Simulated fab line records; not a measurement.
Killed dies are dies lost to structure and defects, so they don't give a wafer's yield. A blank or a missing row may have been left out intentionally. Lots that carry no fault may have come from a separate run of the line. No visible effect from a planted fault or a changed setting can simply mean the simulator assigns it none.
Which of the tools did it? | flow sky130 | 11 lots with 33 wafers sampled at 4 steps, on a route of 708 steps

## WHAT EACH GAUGE READ, for each wafer
SKY_LDD_P_TW_MEAS_11. Usual: LDD_P_TW gives 628 (standard deviation 4.6).
lot  | measured     | on            | LDD_P_TW    | flag
L518 | day 18 12:32 | film_metro-01 | 623 624 624 |
L522 | day 20 10:31 | film_metro-04 | 621 625 621 |
L526 | day 22 02:53 | film_metro-01 | 632 627 630 |
L527 | day 23 07:05 | film_metro-01 | 626 628 622 |
L528 | day 23 13:21 | film_metro-01 | 627 624 626 |
L534 | day 24 22:32 | film_metro-01 | 631 627 629 |
L535 | day 25 13:25 | film_metro-02 | 636 637 636 |
L536 | day 25 22:14 | film_metro-01 | 626 626 623 |
L537 | day 25 23:02 | film_metro-02 | 634 637 638 |
L539 | day 26 14:02 | film_metro-01 | 629 626 630 |
L540 | day 26 23:20 | film_metro-01 | 628 630 630 |

SKY_LDD_HVN_TW_MEAS_10. Usual: LDD_HVN_TW gives 1417 (standard deviation 6.4).
lot  | measured     | on            | LDD_HVN_TW     | flag
L518 | day 19 18:55 | film_metro-04 | 1413 1412 1413 |
L522 | day 21 18:08 | film_metro-04 | 1402 1412 1418 |
L526 | day 23 09:37 | film_metro-04 | 1261 1270 1265 | OFF
L527 | day 24 11:52 | film_metro-01 | 1269 1272 1274 | OFF
L528 | day 24 17:22 | film_metro-03 | 1412 1406 1415 |
L534 | day 26 03:16 | film_metro-01 | 1420 1420 1415 |
L535 | day 26 17:17 | film_metro-01 | 1414 1424 1417 |
L536 | day 27 01:52 | film_metro-03 | 1418 1424 1422 |
L537 | day 27 02:37 | film_metro-04 | 1423 1410 1415 |
L539 | day 27 17:01 | film_metro-04 | 1409 1416 1411 |
L540 | day 28 02:40 | film_metro-01 | 1418 1408 1413 |

## WHICH TOOL RAN EACH LOT (tool, then ch and the chambers of the sampled wafers, then the start)
lot  | SKY_POLY_GATE_ETCH_15              | SKY_LDD_HVN_IMPLANT_08
L518 | rie_diel-01 ch 0,1,3, day 15 23:11 | implanter-02 ch 0, day 19 18:40
L522 | rie_diel-04 ch 1,2,3, day 17 18:32 | implanter-01 ch 0, day 21 17:56
L526 | rie_diel-02 ch 0,2, day 19 07:56   | implanter-01 ch 0, day 23 09:22
L527 | rie_diel-02 ch 0,2,3, day 20 12:59 | implanter-01 ch 0, day 24 11:37
L528 | rie_diel-01 ch 0,2,3, day 20 20:26 | implanter-04 ch 0, day 24 17:07
L534 | rie_diel-02 ch 0,1,3, day 22 08:02 | implanter-02 ch 0, day 26 03:01
L535 | rie_diel-04 ch 0,3, day 23 01:59   | implanter-01 ch 0, day 26 17:04
L536 | rie_diel-04 ch 0,1,3, day 23 11:05 | implanter-01 ch 0, day 27 01:37
L537 | rie_diel-02 ch 0,2, day 23 11:44   | implanter-01 ch 0, day 27 02:22
L539 | rie_diel-01 ch 1,2,3, day 24 04:18 | implanter-02 ch 0, day 27 16:47
L540 | rie_diel-02 ch 2,3, day 24 13:11   | implanter-02 ch 0, day 28 02:25
- SKY_POLY_GATE_ETCH_15: etches BARC in N2/H2, stops on SiO2, time 118.5 s, target depth 110 nm.
- SKY_LDD_HVN_IMPLANT_08

## AS READ BY THE TOOLS THEMSELVES (means over the sampled wafers that have a number; for cases with no such wafer, the mark the record gives instead)
SKY_POLY_GATE_ETCH_15. Usual: bias_w 99.99 W, standard deviation 0.28; drypump_motor_current_A 5.6 A, standard deviation 0.42; oes_product_au 0.717 a.u., standard deviation 0.0041; throttle_valve_pct 13.213 %, standard deviation 0.0087.
lot  | tool        | bias_w (W) | drypump_motor_current_A (A) | oes_product_au (a.u.) | throttle_valve_pct (%) | flag
L518 | rie_diel-01 | 100.05     | 5.3                         | 0.720                 | 13.211                 |
L522 | rie_diel-04 | 99.90      | 5.5                         | 0.720                 | 13.216                 |
L526 | rie_diel-02 | 100.03     | 6.0                         | 0.718                 | 13.217                 |
L527 | rie_diel-02 | 99.80      | 5.8                         | 0.717                 | 13.214                 |
L528 | rie_diel-01 | 99.92      | 5.4                         | 0.718                 | 13.216                 |
L534 | rie_diel-02 | 100.24     | 5.6                         | 0.713                 | 13.203                 |
L535 | rie_diel-04 | 100.29     | 5.1                         | 0.717                 | 13.213                 |
L536 | rie_diel-04 | 100.17     | 5.5                         | 0.721                 | 13.219                 |
L537 | rie_diel-02 | 100.18     | 6.1                         | 0.716                 | 13.216                 |
L539 | rie_diel-01 | 100.05     | 5.6                         | 0.715                 | 13.209                 |
L540 | rie_diel-02 | 100.13     | 6.0                         | 0.715                 | 13.213                 |

SKY_LDD_HVN_IMPLANT_08. Usual: beam_on_s 9.98 s, standard deviation 0.19; dose_ions_cm2 2.999e+13, standard deviation 3.4e+10; tilt_deg 40.000 degrees, standard deviation 0.02.
lot  | tool         | beam_on_s (s) | dose_ions_cm2 | tilt_deg (degrees) | flag
L518 | implanter-02 | 10.07         | 2.995e+13     | 39.977             |
L522 | implanter-01 | 9.85          | 2.995e+13     | 40.007             |
L526 | implanter-01 | 10.03         | 2.998e+13     | 0.015              | OFF
L527 | implanter-01 | 9.80          | 2.998e+13     | 0.003              | OFF
L528 | implanter-04 | 9.93          | 3.002e+13     | 39.986             |
L534 | implanter-02 | 10.05         | 2.999e+13     | 40.003             |
L535 | implanter-01 | 10.04         | 2.996e+13     | 40.023             |
L536 | implanter-01 | 10.09         | 3.002e+13     | 39.994             |
L537 | implanter-01 | 10.04         | 3.004e+13     | 40.000             |
L539 | implanter-02 | 9.81          | 2.999e+13     | 39.980             |
L540 | implanter-02 | 10.05         | 2.999e+13     | 40.006             |

## THE ANSWER, worked out from the rows above alone
Rule: lot off if the mean of its wafers having a number is beyond 3 standard deviations from the usual mean. Also off: a lot with no number at a reading for which 4 or more lots have one. The other lots that the step has rows for count as sound. Order of review: gauges by route order, followed by the tools' own readings, for which a lot's mean as printed above is used. At the first step where some lot is off, the reading lying furthest off is the one used; lots without a number count as furthest.
Off: at SKY_LDD_HVN_TW_MEAS_10 (LDD_HVN_TW), L526, L527.
A tool fits if, at a process step before that reading, it ran every lot that is off, and no sound lot after the first of them. The gauges at SKY_LDD_HVN_TW_MEAS_10 aren't tried: what is off there is off at SKY_LDD_HVN_IMPLANT_08 too, on other tools, and a gauge's error can't cause that. Of those tried, none fits.

## WHAT THE SIMULATOR PUT IN
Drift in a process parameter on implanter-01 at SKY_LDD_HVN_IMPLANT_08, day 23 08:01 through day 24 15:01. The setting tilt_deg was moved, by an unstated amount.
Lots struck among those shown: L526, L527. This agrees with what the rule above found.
